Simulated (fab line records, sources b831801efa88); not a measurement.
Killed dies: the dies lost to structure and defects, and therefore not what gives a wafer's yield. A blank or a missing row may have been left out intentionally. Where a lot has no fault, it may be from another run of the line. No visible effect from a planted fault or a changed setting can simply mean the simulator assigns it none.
Chamber matching ; flow gf180mcu ; rie-diel-02 running GF_V1_ETCH_16: 4 sister chambers
The step etches BARC in N2/H2. 8 wafers are shown with their chamber, then 7 later ones without.

== WAFERS WITH THEIR CHAMBER ==
wafer;chamber;drypump-motor-current-A (A);oes-product-au (a.u.)
L665.1;3;6.2;0.849
L665.3;2;5.8;0.855
L665.5;2;5.9;0.857
L669.2;1;5.3;0.855
L669.3;3;6.2;0.861
L669.5;0;6.4;0.852
L670.1;1;5.4;0.851
L670.5;0;6.4;0.851

== WAFERS WHOSE CHAMBER IS MISSING ==
wafer;drypump-motor-current-A (A);oes-product-au (a.u.)
L670.6;5.3;0.856
L671.4;6.4;0.858
L671.5;5.4;0.859
L671.6;6.4;0.855
L673.2;5.8;0.849
L673.3;6.4;0.856
L673.5;5.3;0.858

== WHICH CHAMBER EACH ONE RAN IN ==
wafer;from the rows above;in truth
L670.6;1;1
L671.4;0;0
L671.5;1;1
L671.6;0;0
L673.2;2;2
L673.3;0;0
L673.5;1;1
Placed correctly: 7 of 7. Not placeable from these rows: 0. Wrongly placed: 0.
How it was worked out, from the rows above alone: a wafer's distance from a chamber is the root of the sum, over the readings, of the square of ((its reading less the chamber's mean) divided by the reading's scatter). If the next closest chamber is less than 2 further off than the closest, the wafer can't be placed; otherwise it belongs to the closest. Each chamber's mean is taken over the wafers shown for it. How the scatter is found: for the shown wafers, subtract from each reading the mean of its chamber, square and add these, divide the total by (wafers less chambers), then take the root.
